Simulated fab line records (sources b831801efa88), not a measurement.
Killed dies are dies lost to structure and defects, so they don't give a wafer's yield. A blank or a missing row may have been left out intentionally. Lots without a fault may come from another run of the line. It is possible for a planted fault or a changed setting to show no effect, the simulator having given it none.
fab line records + flow sky130
record
- lots=11
- wafers=33
- last_day=50
route steps=708 shown LI_CONTACT@383 LOCAL_INTERCONNECT@389
lots that met no fault: taken from a fault-free run of the same line
start_h: start of the lot's first displayed wafer, in hours after the record's first day + wait_h: time in hours since the lot's previous step + " repeats the value in the row above + L1.1+2: several wafers, shown together as one row + - no value, or no start given + * or withheld: withheld + < > ~ a bound
route shown NAME@n: NAME is a module with steps in the file, n the number in the route of the first one + usual: mean/standard deviation of fault-free wafers + same: alike in all rows + chamber/n: place in a boat + sites: readings site by site + _std_site: their standard deviation + _edge_site: the outer-site mean with the inner-site mean subtracted + radius_mm: how far each site lies from the wafer's centre + mask NAME#n: copy n + behind: the tool/chamber that last shaped the wafer + hold: the reason the lot was held/the length of the hold in hours/how it ended + device: the transistor (n, p or np) that didn't switch + end of line: at the end of the route, the tests of the same wafers + a step given without rows: its recipe and nothing more + killed: the dies lost at the first sort to structure and to defects; this is not the yield of the wafer + map: shows each die of a wafer: x if killed, . if not, _ if none is there
set.NAME: the setting that was run; set.NAME@STEP: the one run at that earlier step + model.NAME: the simulator's own value behind a step, which no gauge read
steps of the route over a sample of lots; a table a step, a row a wafer
services: from which hour (start_h, from the record's first day; less than 0 if before it) a tool's chamber was out of use, for how many hours, and why
## steps
# step SKY_LI_CONTACT_CVD_21
# recipe
- material=W
- target_thk_nm=400
- time_s=120.56
- temp_c=400
- pressure_torr=40
# usual
- chamber_pressure_Torr=40.01/0.097
- heater_power_w=903/120
| lot.wafer | tool     | chamber | start_h | wait_h | chamber_pressure_Torr | heater_power_w |
|-----------|----------|---------|---------|--------|-----------------------|----------------|
| L117.3    | cvd_w-01 | 0       | 678.25  | 0.1    | 39.95                 | 751            |
| L117.5    | "        | 0       | "       | "      | 40.04                 | 777            |
| L117.6    | "        | 1       | "       | "      | 39.83                 | 1097           |
| L118.1    | cvd_w-02 | 0       | 688.64  | 0.2    | 40.00                 | 857            |
| L118.2    | "        | 1       | "       | "      | 39.94                 | 886            |
| L118.5    | "        | 1       | "       | "      | 39.86                 | 887            |
| L124.1    | cvd_w-02 | 0       | 738.09  | 0.0    | 40.07                 | 853            |
| L124.3    | "        | 1       | "       | "      | 39.98                 | 884            |
| L124.5    | "        | 1       | "       | "      | 39.93                 | 896            |
| L125.2    | cvd_w-02 | 1       | 760.76  | 0.0    | 40.11                 | 882            |
| L125.3    | "        | 0       | "       | "      | 39.88                 | 846            |
| L125.4    | "        | 1       | "       | "      | 39.99                 | 880            |
| L126.2    | cvd_w-01 | 0       | 765.16  | 0.0    | 39.89                 | 776            |
| L126.5    | "        | 0       | "       | "      | 40.23                 | 770            |
| L126.6    | "        | 1       | "       | "      | 39.90                 | 1084           |
| L128.2    | cvd_w-02 | 0       | 783.20  | 0.0    | 40.11                 | 865            |
| L128.4    | "        | 1       | "       | "      | 39.96                 | 899            |
| L128.6    | "        | 0       | "       | "      | 39.94                 | 846            |
| L132.1    | cvd_w-01 | 1       | 816.76  | 0.0    | 40.03                 | 1143           |
| L132.4    | "        | 0       | "       | "      | 40.08                 | 773            |
| L132.5    | "        | 1       | "       | "      | 40.11                 | 1075           |
| L133.2    | cvd_w-01 | 0       | 819.51  | 0.0    | 39.88                 | 779            |
| L133.4    | "        | 0       | "       | "      | 40.08                 | 776            |
| L133.5    | "        | 0       | "       | "      | 40.02                 | 776            |
| L134.1    | cvd_w-01 | 0       | 820.86  | 0.0    | 39.99                 | 750            |
| L134.3    | "        | 1       | "       | "      | 40.04                 | 1079           |
| L134.5    | "        | 0       | "       | "      | 39.83                 | 773            |
| L137.2    | cvd_w-01 | 1       | 853.97  | 0.0    | 39.98                 | 1142           |
| L137.3    | "        | 1       | "       | "      | 39.99                 | 1117           |
| L137.5    | "        | 1       | "       | "      | 39.92                 | 1087           |
| L138.1    | cvd_w-01 | 1       | 856.10  | 0.0    | 39.99                 | 1120           |
| L138.3    | "        | 0       | "       | "      | 39.95                 | 773            |
| L138.4    | "        | 1       | "       | "      | 40.01                 | 1100           |
# step SKY_LI_CONTACT_RS_MEAS_22
# recipe
- thk_meas_gauge=four-point-probe
- reads=W_of_LI_CONTACT_CVD_21+TiN_of_LI_CONTACT_SPUTTER_20+Ti_of_LI_CONTACT_SPUTTER_19
# usual
- LI_CONTACT_W_RS=0.2863/0.0025
| lot.wafer | tool          | chamber | start_h | wait_h | LI_CONTACT_W_RS[ohm/sq] |
|-----------|---------------|---------|---------|--------|-------------------------|
| L117.3    | film_metro-01 | -       | 678.38  | 0.1    | 0.2818                  |
| L117.5    | "             | -       | "       | "      | 0.2857                  |
| L117.6    | "             | -       | "       | "      | 0.2876                  |
| L118.1    | film_metro-04 | -       | 688.77  | 0.1    | 0.2815                  |
| L118.2    | "             | -       | "       | "      | 0.2874                  |
| L118.5    | "             | -       | "       | "      | 0.2882                  |
| L124.1    | film_metro-01 | -       | 738.21  | 0.1    | 0.2847                  |
| L124.3    | "             | -       | "       | "      | 0.2858                  |
| L124.5    | "             | -       | "       | "      | 0.2859                  |
| L125.2    | film_metro-02 | -       | 760.90  | 0.1    | 0.2869                  |
| L125.3    | "             | -       | "       | "      | 0.2833                  |
| L125.4    | "             | -       | "       | "      | 0.2860                  |
| L126.2    | film_metro-02 | -       | 765.31  | 0.1    | 0.2813                  |
| L126.5    | "             | -       | "       | "      | 0.2843                  |
| L126.6    | "             | -       | "       | "      | 0.2824                  |
| L128.2    | film_metro-04 | -       | 783.35  | 0.1    | 0.2804                  |
| L128.4    | "             | -       | "       | "      | 0.2880                  |
| L128.6    | "             | -       | "       | "      | 0.2847                  |
| L132.1    | film_metro-02 | -       | 816.89  | 0.1    | 0.2912                  |
| L132.4    | "             | -       | "       | "      | 0.2911                  |
| L132.5    | "             | -       | "       | "      | 0.2849                  |
| L133.2    | film_metro-02 | -       | 819.65  | 0.1    | 0.2840                  |
| L133.4    | "             | -       | "       | "      | 0.2863                  |
| L133.5    | "             | -       | "       | "      | 0.2852                  |
| L134.1    | film_metro-04 | -       | 820.99  | 0.1    | 0.2864                  |
| L134.3    | "             | -       | "       | "      | 0.2851                  |
| L134.5    | "             | -       | "       | "      | 0.2869                  |
| L137.2    | film_metro-02 | -       | 854.12  | 0.1    | 0.2849                  |
| L137.3    | "             | -       | "       | "      | 0.2886                  |
| L137.5    | "             | -       | "       | "      | 0.2874                  |
| L138.1    | film_metro-04 | -       | 856.23  | 0.1    | 0.2857                  |
| L138.3    | "             | -       | "       | "      | 0.2858                  |
| L138.4    | "             | -       | "       | "      | 0.2845                  |
# step SKY_LOCAL_INTERCONNECT_THK_MEAS_02
# recipe
- thk_meas_gauge=xrf
- reads=TiN_of_LOCAL_INTERCONNECT_SPUTTER_00
# usual
- LOCAL_INTERCONNECT_TIN_THK=102.4/1.3
| lot.wafer | tool          | chamber | start_h | wait_h | LOCAL_INTERCONNECT_TIN_THK[nm] |
|-----------|---------------|---------|---------|--------|--------------------------------|
| L117.3    | film_metro-03 | -       | 679.02  | 0.1    | 104.7                          |
| L117.5    | "             | -       | "       | "      | 103.2                          |
| L117.6    | "             | -       | "       | "      | 103.9                          |
| L118.1    | film_metro-03 | -       | 689.69  | 0.1    | 103.8                          |
| L118.2    | "             | -       | "       | "      | 102.8                          |
| L118.5    | "             | -       | "       | "      | 103.6                          |
| L124.1    | film_metro-03 | -       | 738.88  | 0.1    | 102.0                          |
| L124.3    | "             | -       | "       | "      | 102.8                          |
| L124.5    | "             | -       | "       | "      | 103.4                          |
| L125.2    | film_metro-01 | -       | 761.55  | 0.1    | 103.1                          |
| L125.3    | "             | -       | "       | "      | 103.3                          |
| L125.4    | "             | -       | "       | "      | 102.5                          |
| L126.2    | film_metro-01 | -       | 765.96  | 0.1    | 103.1                          |
| L126.5    | "             | -       | "       | "      | 103.4                          |
| L126.6    | "             | -       | "       | "      | 102.5                          |
| L128.2    | film_metro-04 | -       | 784.00  | 0.1    | 103.2                          |
| L128.4    | "             | -       | "       | "      | 101.6                          |
| L128.6    | "             | -       | "       | "      | 102.5                          |
| L132.1    | film_metro-01 | -       | 817.55  | 0.1    | 102.9                          |
| L132.4    | "             | -       | "       | "      | 100.4                          |
| L132.5    | "             | -       | "       | "      | 101.9                          |
| L133.2    | film_metro-04 | -       | 820.30  | 0.1    | 101.9                          |
| L133.4    | "             | -       | "       | "      | 103.2                          |
| L133.5    | "             | -       | "       | "      | 101.5                          |
| L134.1    | film_metro-04 | -       | 821.65  | 0.1    | 101.9                          |
| L134.3    | "             | -       | "       | "      | 102.6                          |
| L134.5    | "             | -       | "       | "      | 101.9                          |
| L137.2    | film_metro-03 | -       | 854.77  | 0.1    | 100.0                          |
| L137.3    | "             | -       | "       | "      | 102.1                          |
| L137.5    | "             | -       | "       | "      | 101.5                          |
| L138.1    | film_metro-03 | -       | 856.89  | 0.1    | 100.8                          |
| L138.3    | "             | -       | "       | "      | 102.7                          |
| L138.4    | "             | -       | "       | "      | 101.7                          |
# step SKY_LOCAL_INTERCONNECT_COAT_05
# recipe
- resist=BARC
- temp_c=withheld
- time_s=withheld
- spin_rpm=3000
- resist_thk_nm=60
# usual
- spin_speed_rpm=3000.1/1.7
| lot.wafer | tool           | chamber | start_h | wait_h | spin_speed_rpm |
|-----------|----------------|---------|---------|--------|----------------|
| L117.3    | litho_track-03 | 0       | 692.49  | 0.1    | 2999.2         |
| L117.5    | "              | 0       | "       | "      | 2998.7         |
| L117.6    | "              | 0       | "       | "      | 2998.0         |
| L118.1    | litho_track-02 | 0       | 703.18  | 0.1    | 2997.4         |
| L118.2    | "              | 0       | "       | "      | 3001.3         |
| L118.5    | "              | 0       | "       | "      | 2999.7         |
| L124.1    | litho_track-03 | 0       | 751.79  | 0.1    | 2101.6         |
| L124.3    | "              | 0       | "       | "      | 2099.4         |
| L124.5    | "              | 0       | "       | "      | 2100.0         |
| L125.2    | litho_track-03 | 0       | 774.61  | 0.1    | 2101.3         |
| L125.3    | "              | 0       | "       | "      | 2098.2         |
| L125.4    | "              | 0       | "       | "      | 2101.3         |
| L126.2    | litho_track-02 | 0       | 778.95  | 0.1    | 3003.7         |
| L126.5    | "              | 0       | "       | "      | 2999.4         |
| L126.6    | "              | 0       | "       | "      | 3000.8         |
| L128.2    | litho_track-04 | 0       | 797.36  | 0.1    | 3000.3         |
| L128.4    | "              | 0       | "       | "      | 3000.5         |
| L128.6    | "              | 0       | "       | "      | 2999.8         |
| L132.1    | litho_track-04 | 0       | 830.14  | 0.1    | 3001.7         |
| L132.4    | "              | 0       | "       | "      | 3000.6         |
| L132.5    | "              | 0       | "       | "      | 2999.0         |
| L133.2    | litho_track-03 | 0       | 833.27  | 0.1    | 2998.0         |
| L133.4    | "              | 0       | "       | "      | 3001.8         |
| L133.5    | "              | 0       | "       | "      | 2999.4         |
| L134.1    | litho_track-03 | 0       | 834.39  | 0.1    | 3000.2         |
| L134.3    | "              | 0       | "       | "      | 2999.6         |
| L134.5    | "              | 0       | "       | "      | 2999.3         |
| L137.2    | litho_track-03 | 0       | 867.57  | 0.1    | 3000.8         |
| L137.3    | "              | 0       | "       | "      | 3000.8         |
| L137.5    | "              | 0       | "       | "      | 3000.8         |
| L138.1    | litho_track-03 | 0       | 869.59  | 0.1    | 3002.5         |
| L138.3    | "              | 0       | "       | "      | 2999.4         |
| L138.4    | "              | 0       | "       | "      | 3001.8         |
# step SKY_LOCAL_INTERCONNECT_ETCH_13
# recipe
- chemistry=N2/H2
- target=BARC
- ion_energy_ev=200
- bias_w=100
- pressure_mtorr=30
- n2_flow_sccm=100
- h2_flow_sccm=200
- icp_w=500
- stop_on=SiO2
- time_s=45.9
- target_depth_a=600
# usual
- drypump_motor_current_A=5.9/0.36
- oes_product_au=0.855/0.0048
- throttle_valve_pct=13.226/0.0088
| lot.wafer | tool         | chamber | start_h | wait_h | drypump_motor_current_A | oes_product_au | rf_hours_counter_h | throttle_valve_pct |
|-----------|--------------|---------|---------|--------|-------------------------|----------------|--------------------|--------------------|
| L117.3    | rie_metal-04 | 0       | 707.17  | 0.0    | 5.3                     | 0.858          | -                  | 13.260             |
| L117.5    | "            | 1       | "       | "      | 6.2                     | 0.858          | -                  | 13.220             |
| L117.6    | "            | 0       | "       | "      | 5.3                     | 0.855          | -                  | 13.225             |
| L118.1    | rie_metal-04 | 1       | 716.95  | 0.0    | 6.2                     | 0.855          | 2                  | 13.229             |
| L118.2    | "            | 0       | "       | "      | 5.3                     | 0.863          | 13                 | 13.240             |
| L118.5    | "            | 0       | "       | "      | 5.3                     | 0.854          | -                  | 13.224             |
| L124.1    | rie_metal-02 | 1       | 765.94  | 0.0    | 5.7                     | 0.947          | 15                 | 13.234             |
| L124.3    | "            | 1       | "       | "      | 5.7                     | 0.938          | -                  | 13.251             |
| L124.5    | "            | 0       | "       | "      | 6.1                     | 0.941          | -                  | 13.239             |
| L125.2    | rie_metal-04 | 1       | 788.77  | 0.0    | 6.2                     | 0.949          | -                  | 13.233             |
| L125.3    | "            | 1       | "       | "      | 6.2                     | 0.940          | -                  | 13.226             |
| L125.4    | "            | 1       | "       | "      | 6.2                     | 0.954          | -                  | 13.240             |
| L126.2    | rie_metal-04 | 1       | 792.19  | 0.0    | 6.2                     | 0.857          | 5                  | 13.217             |
| L126.5    | "            | 0       | "       | "      | 5.3                     | 0.847          | -                  | 13.219             |
| L126.6    | "            | 1       | "       | "      | 6.2                     | 0.856          | -                  | 13.219             |
| L128.2    | rie_metal-03 | 1       | 810.65  | 0.0    | 5.6                     | 0.852          | 5                  | 13.226             |
| L128.4    | "            | 1       | "       | "      | 5.6                     | 0.857          | -                  | 13.230             |
| L128.6    | "            | 1       | "       | "      | 5.6                     | 0.856          | -                  | 13.215             |
| L132.1    | rie_metal-03 | 0       | 843.94  | 0.0    | 6.2                     | 0.856          | 2                  | 13.235             |
| L132.4    | "            | 0       | "       | "      | 6.2                     | 0.853          | -                  | 13.249             |
| L132.5    | "            | 0       | "       | "      | 6.2                     | 0.854          | -                  | 13.224             |
| L133.2    | rie_metal-02 | 0       | 846.99  | 0.0    | 6.2                     | 0.852          | 8                  | 13.225             |
| L133.4    | "            | 0       | "       | "      | 6.2                     | 0.846          | -                  | 13.247             |
| L133.5    | "            | 0       | "       | "      | 6.2                     | 0.848          | -                  | 13.229             |
| L134.1    | rie_metal-03 | 1       | 848.44  | 0.0    | 5.6                     | 0.850          | 6                  | 13.230             |
| L134.3    | "            | 0       | "       | "      | 6.2                     | 0.857          | -                  | 13.213             |
| L134.5    | "            | 0       | "       | "      | 6.1                     | 0.857          | -                  | 13.242             |
| L137.2    | rie_metal-02 | 0       | 880.65  | 0.0    | 6.3                     | 0.850          | 10                 | 13.236             |
| L137.3    | "            | 1       | "       | "      | 5.7                     | 0.862          | -                  | 13.232             |
| L137.5    | "            | 0       | "       | "      | 6.2                     | 0.852          | -                  | 13.224             |
| L138.1    | rie_metal-04 | 1       | 882.39  | 0.0    | 6.2                     | 0.860          | 8                  | 13.224             |
| L138.3    | "            | 0       | "       | "      | 5.3                     | 0.858          | -                  | 13.232             |
| L138.4    | "            | 1       | "       | "      | 6.2                     | 0.858          | -                  | 13.227             |
# step SKY_LOCAL_INTERCONNECT_STRIP_15
# recipe
- chemistry=O2/N2
- power_w=1400
- pressure_mtorr=1500
- platen_temp_c=withheld
- o2_flow_sccm=3000
- n2_flow_sccm=300
- overash_fraction=0.5
# usual
- drypump_motor_current_A=5.6/0.45
- oes_product_au=0.427/0.0041
- strip_time_to_endpoint_s=4.723/0.02
| lot.wafer | tool            | chamber | start_h | wait_h | drypump_motor_current_A | oes_product_au | rf_hours_counter_h | strip_time_to_endpoint_s |
|-----------|-----------------|---------|---------|--------|-------------------------|----------------|--------------------|--------------------------|
| L117.3    | plasma_asher-01 | 0       | 707.29  | 0.1    | 5.9                     | 0.425          | -                  | 4.721                    |
| L117.5    | "               | 0       | "       | "      | 5.9                     | 0.418          | -                  | 4.729                    |
| L117.6    | "               | 1       | "       | "      | 5.1                     | 0.428          | -                  | 4.745                    |
| L118.1    | plasma_asher-01 | 1       | 717.06  | 0.0    | 5.1                     | 0.423          | 93                 | 4.707                    |
| L118.2    | "               | 0       | "       | "      | 5.9                     | 0.427          | 93                 | 4.694                    |
| L118.5    | "               | 0       | "       | "      | 5.9                     | 0.426          | -                  | 4.702                    |
| L124.1    | plasma_asher-01 | 1       | 766.06  | 0.0    | 5.1                     | 0.426          | 98                 | 4.845                    |
| L124.3    | "               | 1       | "       | "      | 5.0                     | 0.432          | -                  | 4.875                    |
| L124.5    | "               | 0       | "       | "      | 5.9                     | 0.434          | -                  | 4.852                    |
| L125.2    | plasma_asher-04 | 1       | 788.97  | 0.1    | 5.0                     | 0.437          | 35                 | 4.875                    |
| L125.3    | "               | 0       | "       | "      | 5.9                     | 0.432          | -                  | 4.851                    |
| L125.4    | "               | 1       | "       | "      | 5.0                     | 0.441          | -                  | 4.888                    |
| L126.2    | plasma_asher-03 | 1       | 792.30  | 0.0    | 5.7                     | 0.427          | 5                  | 4.723                    |
| L126.5    | "               | 1       | "       | "      | 5.7                     | 0.432          | -                  | 4.721                    |
| L126.6    | "               | 0       | "       | "      | 6.2                     | 0.435          | -                  | 4.708                    |
| L128.2    | plasma_asher-03 | 1       | 810.76  | 0.0    | 5.7                     | 0.420          | 7                  | 4.721                    |
| L128.4    | "               | 0       | "       | "      | 6.2                     | 0.437          | -                  | 4.729                    |
| L128.6    | "               | 0       | "       | "      | 6.2                     | 0.430          | -                  | 4.721                    |
| L132.1    | plasma_asher-04 | 0       | 844.05  | 0.0    | 5.9                     | 0.429          | 40                 | 4.683                    |
| L132.4    | "               | 0       | "       | "      | 5.9                     | 0.427          | -                  | 4.708                    |
| L132.5    | "               | 1       | "       | "      | 5.0                     | 0.425          | -                  | 4.692                    |
| L133.2    | plasma_asher-01 | 1       | 847.10  | 0.0    | 5.1                     | 0.427          | 106                | 4.744                    |
| L133.4    | "               | 0       | "       | "      | 5.9                     | 0.427          | -                  | 4.724                    |
| L133.5    | "               | 0       | "       | "      | 5.9                     | 0.427          | -                  | 4.739                    |
| L134.1    | plasma_asher-03 | 0       | 848.56  | 0.0    | 6.2                     | 0.430          | 11                 | 4.741                    |
| L134.3    | "               | 1       | "       | "      | 5.7                     | 0.418          | -                  | 4.678                    |
| L134.5    | "               | 1       | "       | "      | 5.7                     | 0.427          | -                  | 4.699                    |
| L137.2    | plasma_asher-01 | 1       | 880.76  | 0.0    | 5.1                     | 0.428          | 109                | 4.751                    |
| L137.3    | "               | 1       | "       | "      | 5.1                     | 0.421          | -                  | 4.759                    |
| L137.5    | "               | 0       | "       | "      | 5.9                     | 0.424          | -                  | 4.729                    |
| L138.1    | plasma_asher-01 | 0       | 882.50  | 0.0    | 5.9                     | 0.423          | 110                | 4.723                    |
| L138.3    | "               | 0       | "       | "      | 5.9                     | 0.427          | -                  | 4.730                    |
| L138.4    | "               | 1       | "       | "      | 5.1                     | 0.432          | -                  | 4.721                    |
## services
| tool            | chamber | start_h | hours | kind           |
|-----------------|---------|---------|-------|----------------|
| rie_metal-02    | -       | 661.69  | 1.2   | repair         |
| cvd_w-02        | 0       | 681.94  | 6.5   | repair         |
| plasma_asher-04 | -       | 684.43  | 1.0   | repair         |
| rie_metal-03    | 1       | 684.87  | -     | clean          |
| rie_metal-03    | 1       | 684.87  | 21.7  | scheduled_down |
| rie_metal-03    | 1       | 684.87  | 21.7  | vent_cycle     |
| cvd_w-01        | -       | 688.02  | 1.6   | repair         |
| rie_metal-03    | -       | 693.57  | 15.6  | pm             |
| plasma_asher-03 | -       | 733.75  | 9.0   | pm             |
| plasma_asher-03 | 0       | 733.75  | 9.0   | vent_cycle     |
| plasma_asher-03 | 1       | 733.75  | 9.0   | vent_cycle     |
| plasma_asher-03 | 0       | 742.75  | -     | clean          |
| plasma_asher-03 | 1       | 742.75  | -     | clean          |
| plasma_asher-04 | -       | 749.54  | 2.8   | pm             |
| rie_metal-04    | 0       | 762.22  | -     | clean          |
| rie_metal-04    | 0       | 762.22  | 29.6  | scheduled_down |
| rie_metal-04    | 0       | 762.22  | 29.6  | vent_cycle     |
| cvd_w-02        | 1       | 785.29  | 1.9   | repair         |
| cvd_w-02        | 0       | 796.21  | 1.2   | repair         |
| cvd_w-01        | -       | 800.73  | 6.9   | pm             |
| rie_metal-03    | -       | 812.61  | 0.6   | repair         |
| cvd_w-02        | -       | 821.80  | 2.8   | pm             |
| rie_metal-02    | 0       | 847.39  | 5.1   | repair         |
| plasma_asher-03 | -       | 853.48  | 3.8   | repair         |
## key
first_sign
- step=SKY_LOCAL_INTERCONNECT_COAT_05
- reading=spin_speed_rpm
- direction=down
- sigmas=99+
- usual=3000.1
- struck=2100.3
effect
- step=SKY_LOCAL_INTERCONNECT_ETCH_13
- reading=oes_product_au
- direction=up
- sigmas=19
- usual=0.855
- struck=0.945
effect
- step=SKY_LOCAL_INTERCONNECT_STRIP_15
- reading=strip_time_to_endpoint_s
- direction=up
- sigmas=6.9
- usual=*
- struck=*
met_at SKY_LOCAL_INTERCONNECT_COAT_05
struck_lots L124,L125
tester_left_out L124,L125
not_acting_at SKY_LI_CONTACT_CVD_21,SKY_LI_CONTACT_RS_MEAS_22,SKY_LOCAL_INTERCONNECT_THK_MEAS_02
onset_between 692.49 751.79
fault
- kind=process_parameter_drift
- tool=litho_track-03
- chamber=-
- onset_h=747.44
- steps=SKY_LOCAL_INTERCONNECT_COAT_05
- channel=spin_rpm
- offset=-899.22
- shape=step
- end_h=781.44
- acts_in=these_recipes_only
- stated=3000
# tester_left_out: of these lots the tester's yield and bins aren't shown, on N5 and GAA mostly nor the transistor test; their killed dies are dies lost to structure and defects alone, not to doping, threshold or leakage, so they don't give the yield
